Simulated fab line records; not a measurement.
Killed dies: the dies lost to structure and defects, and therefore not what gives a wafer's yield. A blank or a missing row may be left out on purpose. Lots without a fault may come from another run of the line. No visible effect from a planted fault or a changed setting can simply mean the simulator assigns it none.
Which tool did it? | flow gf180mcu | 12 lots, 36 wafers sampled, at 4 steps of a route of 602

== WHAT EACH GAUGE READ, for each wafer ==
GF_PASSIVATION_THK_MEAS_01. Usual: PASSIVATION_CVD_00_THK gives 999 nm (standard deviation 13).
lot  | measured     | on           | PASSIVATION_CVD_00_THK (nm) | flag
L500 | day 28 05:05 | filmMetro-03 | 990 999 1014                | 
L503 | day 29 04:08 | filmMetro-02 | 983 1007 1006               | 
L504 | day 29 18:26 | filmMetro-03 | 985 993 996                 | 
L506 | day 30 09:47 | filmMetro-03 | 968 1005 1003               | 
L507 | day 30 15:04 | filmMetro-03 | 1009 1001 1028              | 
L508 | day 31 06:28 | filmMetro-03 | 1003 1010 1004              | 
L509 | day 31 10:22 | filmMetro-02 | 992 1009 1013               | 
L510 | day 31 12:26 | filmMetro-01 | 982 1014 1010               | 
L511 | day 32 03:37 | filmMetro-01 | 986 1002 1013               | 
L512 | day 32 05:44 | filmMetro-01 | 999 995 1012                | 
L522 | day 34 12:18 | filmMetro-01 | 998 1007 1018               | 
L523 | day 34 14:02 | filmMetro-03 | 978 1001 1004               | 

== WHAT TOOL EACH LOT RAN ON (gives the tool, then ch and the chambers of the sampled wafers, and finally the start) ==
lot  | GF_M2_STRIP_17                      | GF_V5_STRIP_18                      | GF_TOP_METAL_SPUTTER_00
L500 | plasmaAsher-02 ch 0,1, day 19 08:10 | plasmaAsher-03 ch 0,1, day 27 06:20 | pvdSputter-03, day 27 07:34
L503 | plasmaAsher-02 ch 0,1, day 20 11:41 | plasmaAsher-02 ch 0,1, day 28 05:34 | pvdSputter-03, day 28 07:08
L504 | plasmaAsher-03 ch 0,1, day 21 02:06 | plasmaAsher-02 ch 0,1, day 28 20:29 | pvdSputter-02, day 28 21:50
L506 | plasmaAsher-03 ch 0,1, day 21 19:56 | plasmaAsher-03 ch 0,1, day 29 12:44 | pvdSputter-03, day 29 13:55
L507 | plasmaAsher-02 ch 0,1, day 22 06:12 | plasmaAsher-02 ch 0,1, day 29 17:49 | pvdSputter-03, day 29 19:10
L508 | plasmaAsher-03 ch 0,1, day 22 18:48 | plasmaAsher-03 ch 0,1, day 30 07:28 | pvdSputter-02, day 30 12:17
L509 | plasmaAsher-02 ch 0,1, day 23 03:15 | plasmaAsher-02 ch 0,1, day 30 12:02 | pvdSputter-03, day 30 15:17
L510 | plasmaAsher-01 ch 0,1, day 23 09:11 | plasmaAsher-01 ch 0,1, day 30 15:53 | pvdSputter-03, day 30 17:04
L511 | plasmaAsher-02 ch 0,1, day 24 01:55 | plasmaAsher-02 ch 0, day 31 07:19   | pvdSputter-04, day 31 08:32
L512 | plasmaAsher-02 ch 0,1, day 24 08:57 | plasmaAsher-01 ch 0,1, day 31 10:19 | pvdSputter-02, day 31 11:44
L522 | plasmaAsher-03 ch 0,1, day 27 05:05 | plasmaAsher-02 ch 0,1, day 33 18:34 | pvdSputter-02, day 33 19:48
L523 | plasmaAsher-02 ch 0,1, day 27 10:10 | plasmaAsher-02 ch 0,1, day 33 20:01 | pvdSputter-04, day 33 21:16
- GF_M2_STRIP_17: strips in O2/N2.
- GF_V5_STRIP_18: strips in O2/N2.
- GF_TOP_METAL_SPUTTER_00: material Ti, target thk 37.5 nm, time 150 s.

== WHAT THE TOOLS THEMSELVES READ (means of the sampled wafers that have a number; where no wafer has one, the mark that the record gives instead) ==
GF_M2_STRIP_17. Usual: drypumpMotorCurrentA 5.8 A, standard deviation 0.44; heaterPowerW 330 W, standard deviation 36; n2FlowSccm 300.0 sccm, standard deviation 0.99; oesProductAu 0.558 a.u., standard deviation 0.0048; stripTimeToEndpointS 7.88 s, standard deviation 0.041.
lot  | tool           | drypumpMotorCurrentA (A) | heaterPowerW (W) | n2FlowSccm (sccm) | oesProductAu (a.u.) | stripTimeToEndpointS (s) | flag
L500 | plasmaAsher-02 | 5.7                      | 315              | 299.7             | 0.557               | 7.83                     | 
L503 | plasmaAsher-02 | 6.0                      | 343              | 299.7             | 0.556               | 7.86                     | 
L504 | plasmaAsher-03 | 5.6                      | 350              | 301.0             | 0.556               | 7.87                     | 
L506 | plasmaAsher-03 | 5.8                      | 331              | 299.5             | 0.560               | 7.90                     | 
L507 | plasmaAsher-02 | 6.0                      | 346              | 300.0             | 0.560               | 7.92                     | 
L508 | plasmaAsher-03 | 5.8                      | 328              | 300.3             | 0.558               | 7.92                     | 
L509 | plasmaAsher-02 | 5.7                      | 313              | 299.4             | 0.557               | 7.89                     | 
L510 | plasmaAsher-01 | 5.5                      | 329              | 299.3             | 0.562               | 7.90                     | 
L511 | plasmaAsher-02 | 6.0                      | 338              | 300.1             | 0.561               | 7.89                     | 
L512 | plasmaAsher-02 | 6.0                      | 338              | 299.5             | 0.558               | 7.89                     | 
L522 | plasmaAsher-03 | 5.8                      | 320              | 299.2             | 0.556               | 7.87                     | 
L523 | plasmaAsher-02 | 6.0                      | 342              | 298.9             | 0.555               | 7.82                     | 

GF_V5_STRIP_18. Usual: drypumpMotorCurrentA 5.8 A, standard deviation 0.46; heaterPowerW 324 W, standard deviation 36; n2FlowSccm 300.0 sccm, standard deviation 0.88; oesProductAu 0.570 a.u., standard deviation 0.0045.
lot  | tool           | drypumpMotorCurrentA (A) | heaterPowerW (W) | n2FlowSccm (sccm) | oesProductAu (a.u.) | flag
L500 | plasmaAsher-03 | 5.8                      | 325              | 300.1             | 0.571               | 
L503 | plasmaAsher-02 | 6.1                      | 343              | 300.1             | 0.576               | 
L504 | plasmaAsher-02 | 5.7                      | 315              | 299.8             | 0.573               | 
L506 | plasmaAsher-03 | 5.6                      | 347              | 300.1             | 0.567               | 
L507 | plasmaAsher-02 | 6.0                      | 338              | 299.1             | 0.573               | 
L508 | plasmaAsher-03 | 5.6                      | 345              | 299.3             | 0.563               | 
L509 | plasmaAsher-02 | 5.7                      | 312              | 300.5             | 0.572               | 
L510 | plasmaAsher-01 | 5.5                      | 332              | 300.4             | 0.571               | 
L511 | plasmaAsher-02 | 6.4                      | 366              | 300.1             | 0.571               | 
L512 | plasmaAsher-01 | 5.8                      | 319              | 299.6             | 0.568               | 
L522 | plasmaAsher-02 | 5.7                      | 306              | 300.0             | 0.567               | 
L523 | plasmaAsher-02 | 6.0                      | 340              | 300.0             | 0.565               | 

GF_TOP_METAL_SPUTTER_00. Usual: substrateTempC 200.01 C, standard deviation 0.18; throttleValvePct 30.4 %, standard deviation 1.1.
lot  | tool          | substrateTempC (C) | throttleValvePct (%) | flag
L500 | pvdSputter-03 | 200.21             | 31.3                 | 
L503 | pvdSputter-03 | 199.91             | 29.9                 | 
L504 | pvdSputter-02 | 200.00             | 31.1                 | 
L506 | pvdSputter-03 | 199.95             | 30.7                 | 
L507 | pvdSputter-03 | 200.14             | 30.5                 | 
L508 | pvdSputter-02 | 199.97             | 30.3                 | 
L509 | pvdSputter-03 | 200.15             | 30.4                 | 
L510 | pvdSputter-03 | 200.01             | 30.5                 | 
L511 | pvdSputter-04 | 200.23             | 30.5                 | 
L512 | pvdSputter-02 | 200.28             | 30.0                 | 
L522 | pvdSputter-02 | 199.96             | 30.7                 | 
L523 | pvdSputter-04 | 200.15             | 29.6                 | 

== THE ANSWER, worked out from the rows above alone ==
Rule: take the mean of a lot's wafers that have a number; if it is more than 3 standard deviations from the usual mean, the lot is off. Also off: a lot with no number at a reading for which 4 or more lots have one. All remaining lots with rows at the step are treated as sound. First the gauges in route order, then the tools' own readings, where a lot's mean is used as printed above. At the first step where some lot is off, the reading lying furthest off is the one used; lots without a number count as furthest.
No lot is off on any of the readings shown, so nothing can be concluded from this.

== WHAT HAD BEEN PUT IN BY THE SIMULATOR ==
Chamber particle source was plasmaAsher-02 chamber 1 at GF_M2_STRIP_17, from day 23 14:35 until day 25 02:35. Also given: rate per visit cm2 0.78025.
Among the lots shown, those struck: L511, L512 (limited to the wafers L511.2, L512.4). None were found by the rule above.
